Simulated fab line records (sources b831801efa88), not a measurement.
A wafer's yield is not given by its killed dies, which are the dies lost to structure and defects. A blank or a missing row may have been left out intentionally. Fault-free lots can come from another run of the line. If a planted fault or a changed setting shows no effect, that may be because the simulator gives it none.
The tool behind it: which one?    flow sky130    72 wafers from 24 lots sampled at 6 of the route's 708 steps

== WHAT THE GAUGES SHOWED, per wafer ==
SKY_FIELD_ISO_CD_MEAS_13: the cd target is 150 nm. Usual: cd nm at 149.5 nm, with a standard deviation of 1.8.
lot   measured     on         cd nm (nm)         flag
L074  day 2 05:17  cd sem-02  147.6 147.8 148.4  
L075  day 2 10:50  cd sem-02  148.8 149.7 148.1  
L076  day 2 14:29  cd sem-02  149.0 148.5 149.4  
L077  day 2 20:16  cd sem-02  151.7 150.0 151.6  
L078  day 3 02:20  cd sem-02  153.4 152.3 152.1  
L079  day 3 06:56  cd sem-01  147.1 148.9 147.5  
L080  day 3 14:53  cd sem-01  148.8 150.3 150.8  
L081  day 3 21:22  cd sem-01  149.5 148.5 148.4  
L082  day 3 21:42  cd sem-02  148.8 150.3 149.8  
L083  day 4 08:36  cd sem-02  148.3 147.4 149.3  
L084  day 4 16:58  cd sem-01  148.7 149.4 150.3  
L085  day 4 17:05  cd sem-02  147.8 147.4 148.5  
L086  day 4 21:11  cd sem-01  147.1 146.7 148.4  
L087  day 5 02:58  cd sem-02  153.5 152.2 151.6  
L088  day 5 05:22  cd sem-02  150.2 151.5 150.0  
L089  day 5 10:32  cd sem-02  147.9 147.7 146.9  
L090  day 5 15:33  cd sem-02  148.2 149.5 148.7  
L091  day 5 22:02  cd sem-02  148.8 148.8 149.5  
L092  day 6 02:31  cd sem-01  152.8 148.7 153.9  
L093  day 6 13:53  cd sem-02  150.4 151.4 152.1  
L094  day 6 14:05  cd sem-01  152.2 153.0 152.4  
L095  day 7 00:41  cd sem-02  148.4 149.0 149.9  
L096  day 7 00:47  cd sem-01  148.7 148.3 148.9  
L097  day 7 06:22  cd sem-01  149.6 147.8 148.0  

SKY_PASSIVATION_THK_MEAS_01. Usual: PASSIVATION_CVD_00_THK gives 89.6 nm (standard deviation 1.1).
lot   measured      on             PASSIVATION_CVD_00_THK (nm)  flag
L074  day 44 00:55  film metro-02  88.4 89.0 90.8               
L075  day 44 19:58  film metro-01  89.9 92.7 91.6               
L076  day 44 20:37  film metro-04  88.1 87.5 89.6               
L077  day 45 11:17  film metro-02  89.4 90.3 89.4               
L078  day 45 17:38  film metro-04  89.1 88.2 89.3               
L079  day 45 12:41  film metro-04  88.9 89.5 90.4               
L080  day 46 00:35  film metro-04  89.3 89.5 90.5               
L081  day 46 10:17  film metro-04  89.3 90.1 90.6               
L082  day 46 11:41  film metro-02  88.2 89.1 89.4               
L083  day 46 21:43  film metro-01  88.4 87.7 89.1               
L084  day 47 07:44  film metro-02  89.8 91.4 89.8               
L085  day 47 06:24  film metro-02  89.3 89.3 90.4               
L086  day 47 11:46  film metro-02  88.1 87.0 90.4               
L087  day 48 04:44  film metro-01  88.4 89.3 89.5               
L088  day 48 10:39  film metro-04  88.5 90.3 90.3               
L089  day 48 18:07  film metro-04  88.3 87.6 88.9               
L090  day 48 23:05  film metro-01  90.1 91.2 91.5               
L091  day 49 10:01  film metro-02  89.1 90.2 88.2               
L092  day 49 12:58  film metro-02  88.4 88.1 90.2               
L093  day 49 19:10  film metro-02  87.6 87.6 87.7               
L094  day 49 19:32  film metro-02  88.5 90.3 89.6               
L095  day 50 01:28  film metro-04  90.4 89.9 91.3               
L096  day 49 23:20  film metro-04  88.8 90.1 91.1               
L097  day 50 02:52  film metro-01  89.4 91.5 89.7               

SKY_PAD_OPEN_BOW_MEAS_13. Usual: PAD_OPEN_BOW gives 50 um (standard deviation 8.9).
lot   measured      on             PAD_OPEN_BOW (um)  flag
L074  day 45 22:24  film metro-03  56 53 55           
L075  day 46 17:47  film metro-01  46 45 32           
L076  day 46 18:04  film metro-01  59 68 66           
L077  day 47 07:31  film metro-03  35 43 62           
L078  day 47 13:55  film metro-03  49 49 53           
L079  day 47 09:03  film metro-01  38 48 42           
L080  day 47 20:27  film metro-01  45 39 38           
L081  day 48 06:11  film metro-01  52 53 57           
L082  day 48 06:51  film metro-03  53 61 45           
L083  day 48 16:10  film metro-03  38 36 37           
L084  day 49 02:05  film metro-04  27 42 50           
L085  day 49 00:29  film metro-04  49 36 69           
L086  day 49 04:05  film metro-04  53 42 57           
L087  day 49 19:03  film metro-04  58 57 60           
L088  day 50 02:13  film metro-01  43 45 40           
L089  day 50 08:32  film metro-01  51 56 36           
L090  day 50 12:47  film metro-03  41 61 35           
L091  day 50 23:02  film metro-03  49 45 54           
L092  day 51 02:01  film metro-01  63 60 49           
L093  day 51 07:00  film metro-03  40 58 49           
L094  day 51 07:43  film metro-01  38 39 44           
L095  day 51 13:11  film metro-01  52 46 55           
L096  day 51 09:05  film metro-03  56 52 50           
L097  day 51 13:57  film metro-03  62 44 51           

== WHAT TOOL EACH LOT RAN ON (gives the tool, then ch and the chambers of the sampled wafers, and finally the start) ==
lot   SKY_VIA3_ETCH_14                    SKY_VIA3_STRIP_16                     SKY_METAL5_SPUTTER_03
L074  rie diel-03 ch 1,2, day 39 18:14    plasma asher-04 ch 0,1, day 39 18:20  pvd sputter-04, day 43 00:37
L075  rie diel-03 ch 1,2,3, day 40 15:29  plasma asher-03 ch 1, day 40 15:35    pvd sputter-04, day 43 20:44
L076  rie diel-03 ch 1,2,3, day 40 16:14  plasma asher-01 ch 0,1, day 40 16:20  pvd sputter-03, day 43 21:24
L077  rie diel-04 ch 1,3, day 41 08:11    plasma asher-03 ch 0,1, day 41 08:19  pvd sputter-02, day 44 12:04
L078  rie diel-02 ch 2,3, day 41 16:02    plasma asher-04 ch 0,1, day 41 16:11  pvd sputter-04, day 44 18:44
L079  rie diel-02 ch 0,1,2, day 41 10:59  plasma asher-03 ch 0,1, day 41 11:05  pvd sputter-04, day 44 13:56
L080  rie diel-03 ch 0,2,3, day 42 01:26  plasma asher-03 ch 0,1, day 42 01:32  pvd sputter-02, day 45 02:47
L081  rie diel-03 ch 1,2,3, day 42 10:41  plasma asher-03 ch 0,1, day 42 10:49  pvd sputter-04, day 45 12:23
L082  rie diel-04 ch 0,2, day 42 12:14    plasma asher-03 ch 0,1, day 42 12:20  pvd sputter-02, day 45 13:48
L083  rie diel-04 ch 0,1,2, day 43 00:56  plasma asher-01 ch 0,1, day 43 01:02  pvd sputter-03, day 46 00:01
L084  rie diel-03 ch 0,3, day 43 10:53    plasma asher-04 ch 0,1, day 43 11:02  pvd sputter-03, day 46 09:57
L085  rie diel-04 ch 1,2, day 43 08:47    plasma asher-01 ch 0,1, day 43 08:53  pvd sputter-03, day 46 08:47
L086  rie diel-04 ch 1,2, day 43 15:47    plasma asher-03 ch 0,1, day 43 15:53  pvd sputter-02, day 46 13:43
L087  rie diel-03 ch 0,1,3, day 44 10:23  plasma asher-04 ch 0,1, day 44 10:29  pvd sputter-04, day 47 07:19
L088  rie diel-02 ch 1,2, day 44 16:05    plasma asher-03 ch 0,1, day 44 16:13  pvd sputter-04, day 47 13:07
L089  rie diel-04 ch 0,2,3, day 45 03:38  plasma asher-04 ch 0,1, day 45 03:44  pvd sputter-03, day 47 21:58
L090  rie diel-04 ch 0,1,3, day 45 08:44  plasma asher-01 ch 0,1, day 45 08:50  pvd sputter-02, day 48 03:13
L091  rie diel-03 ch 0,1,3, day 45 19:44  plasma asher-01 ch 0,1, day 45 19:50  pvd sputter-04, day 48 14:19
L092  rie diel-04 ch 1,3, day 46 00:47    plasma asher-03 ch 0,1, day 46 00:53  pvd sputter-04, day 48 17:28
L093  rie diel-04 ch 0,1,2, day 46 06:44  plasma asher-03 ch 0,1, day 46 06:50  pvd sputter-02, day 49 00:30
L094  rie diel-02 ch 0,1,2, day 46 08:02  plasma asher-03 ch 0,1, day 46 08:08  pvd sputter-04, day 49 01:31
L095  rie diel-04 ch 1,2,3, day 46 13:47  plasma asher-04 ch 0,1, day 46 13:56  pvd sputter-04, day 49 06:02
L096  rie diel-02 ch 1,2,3, day 46 11:41  plasma asher-04 ch 0,1, day 46 11:47  pvd sputter-04, day 49 04:46
L097  rie diel-02 ch 0,1, day 46 15:59    plasma asher-03 ch 0,1, day 46 16:05  pvd sputter-02, day 49 08:39
- SKY_VIA3_ETCH_14: etches BARC in N2/H2, stops on SiO2, time 45.9 s, target depth 60 nm.
- SKY_VIA3_STRIP_16: strips in O2/N2.
- SKY_METAL5_SPUTTER_03: material Ti, target thk 5 nm, time 3.3 s.

== WHAT THE TOOLS THEMSELVES READ (means of the sampled wafers that have a number; where no wafer has one, the mark that the record gives instead) ==
SKY_VIA3_ETCH_14. Usual: chamber pressure mTorr 29.999 mTorr, standard deviation 0.028; drypump motor current A 5.7 A, standard deviation 0.49; oes product au 0.856 a.u., standard deviation 0.0047; throttle valve pct 13.225 %, standard deviation 0.0089.
lot   tool         chamber pressure mTorr (mTorr)  drypump motor current A (A)  oes product au (a.u.)  throttle valve pct (%)  flag
L074  rie diel-03  30.012                          5.9                          0.857                  13.229                  
L075  rie diel-03  29.991                          6.0                          0.861                  13.234                  
L076  rie diel-03  30.003                          6.0                          0.857                  13.219                  
L077  rie diel-04  29.970                          5.7                          0.852                  13.220                  
L078  rie diel-02  29.999                          5.4                          0.858                  13.235                  
L079  rie diel-02  29.999                          5.8                          0.856                  13.229                  
L080  rie diel-03  29.973                          5.8                          0.858                  13.223                  
L081  rie diel-03  29.990                          6.0                          0.856                  13.233                  
L082  rie diel-04  29.994                          5.4                          0.854                  13.224                  
L083  rie diel-04  30.005                          5.4                          0.852                  13.226                  
L084  rie diel-03  29.993                          5.9                          0.859                  13.226                  
L085  rie diel-04  29.987                          5.3                          0.855                  13.216                  
L086  rie diel-04  30.008                          5.5                          0.853                  13.223                  
L087  rie diel-03  29.979                          5.8                          0.855                  13.225                  
L088  rie diel-02  29.996                          6.1                          0.853                  13.221                  
L089  rie diel-04  30.007                          5.8                          0.853                  13.228                  
L090  rie diel-04  30.007                          5.7                          0.855                  13.231                  
L091  rie diel-03  29.998                          5.8                          0.857                  13.224                  
L092  rie diel-04  29.986                          5.7                          0.856                  13.224                  
L093  rie diel-04  30.015                          5.4                          0.861                  13.221                  
L094  rie diel-02  30.008                          5.8                          0.860                  13.225                  
L095  rie diel-04  30.014                          5.8                          0.847                  13.227                  
L096  rie diel-02  30.005                          5.7                          0.854                  13.224                  
L097  rie diel-02  29.996                          5.5                          0.851                  13.228                  

SKY_VIA3_STRIP_16. Usual: chamber pressure mTorr 1500.0 mTorr, standard deviation 1.4; drypump motor current A 5.6 A, standard deviation 0.56; o2 flow sccm 2999 sccm, standard deviation 8.9; oes product au 0.402 a.u., standard deviation 0.0048; strip time to endpoint s 4.13 s, standard deviation 0.03.
lot   tool             chamber pressure mTorr (mTorr)  drypump motor current A (A)  o2 flow sccm (sccm)  oes product au (a.u.)  strip time to endpoint s (s)  flag
L074  plasma asher-04  1501.2                          5.1                          3007                 0.398                  4.12                          
L075  plasma asher-03  1500.6                          5.8                          3005                 0.404                  4.16                          
L076  plasma asher-01  1500.3                          5.4                          2989                 0.396                  4.11                          
L077  plasma asher-03  1498.9                          6.0                          2994                 0.399                  4.14                          
L078  plasma asher-04  1501.1                          5.1                          2995                 0.404                  4.12                          
L079  plasma asher-03  1498.9                          6.2                          2999                 0.402                  4.12                          
L080  plasma asher-03  1499.5                          6.2                          2998                 0.403                  4.15                          
L081  plasma asher-03  1500.3                          6.0                          3015                 0.404                  4.15                          
L082  plasma asher-03  1499.9                          6.1                          3007                 0.400                  4.13                          
L083  plasma asher-01  1500.1                          5.4                          3002                 0.407                  4.17                          
L084  plasma asher-04  1500.0                          5.0                          3005                 0.402                  4.13                          
L085  plasma asher-01  1501.2                          5.1                          3005                 0.406                  4.16                          
L086  plasma asher-03  1500.0                          6.1                          3001                 0.408                  4.17                          
L087  plasma asher-04  1501.0                          5.1                          3002                 0.405                  4.16                          
L088  plasma asher-03  1500.5                          6.0                          3001                 0.406                  4.11                          
L089  plasma asher-04  1500.0                          5.0                          3010                 0.405                  4.16                          
L090  plasma asher-01  1498.4                          5.4                          2995                 0.405                  4.14                          
L091  plasma asher-01  1498.1                          5.1                          2999                 0.396                  4.10                          
L092  plasma asher-03  1499.4                          6.2                          2995                 0.403                  4.12                          
L093  plasma asher-03  1500.9                          6.0                          2996                 0.404                  4.16                          
L094  plasma asher-03  1498.9                          6.1                          3001                 0.406                  4.10                          
L095  plasma asher-04  1499.1                          5.1                          2997                 0.400                  4.14                          
L096  plasma asher-04  1499.3                          5.1                          3000                 0.401                  4.12                          
L097  plasma asher-03  1500.2                          6.0                          2989                 0.399                  4.11                          

SKY_METAL5_SPUTTER_03. Usual: throttle valve pct at 30.0 %, with a standard deviation of 1.
lot   tool            throttle valve pct (%)  flag
L074  pvd sputter-04  29.8                    
L075  pvd sputter-04  30.1                    
L076  pvd sputter-03  29.8                    
L077  pvd sputter-02  30.2                    
L078  pvd sputter-04  30.6                    
L079  pvd sputter-04  29.9                    
L080  pvd sputter-02  31.0                    
L081  pvd sputter-04  30.0                    
L082  pvd sputter-02  29.5                    
L083  pvd sputter-03  29.7                    
L084  pvd sputter-03  28.9                    
L085  pvd sputter-03  29.9                    
L086  pvd sputter-02  30.2                    
L087  pvd sputter-04  30.3                    
L088  pvd sputter-04  29.9                    
L089  pvd sputter-03  29.7                    
L090  pvd sputter-02  30.3                    
L091  pvd sputter-04  30.3                    
L092  pvd sputter-04  30.3                    
L093  pvd sputter-02  30.4                    
L094  pvd sputter-04  29.9                    
L095  pvd sputter-04  30.2                    
L096  pvd sputter-04  30.1                    
L097  pvd sputter-02  28.5                    

== THE ANSWER, worked out from the rows above alone ==
Rule: a lot is off if the mean of its wafers that have a number lies more than 3 standard deviations from the usual mean. Also off: a lot with no number at a reading for which 4 or more lots have one. Any other lot the step has rows for is counted as sound. Order of review: gauges by route order, followed by the tools' own readings, for which a lot's mean as printed above is used. At the first step where some lot is off, the reading lying furthest off is the one used; lots without a number count as furthest.
Across all readings shown, no lot is off: no conclusion can be drawn from this.

== WHAT WAS PUT IN BY THE SIMULATOR ==
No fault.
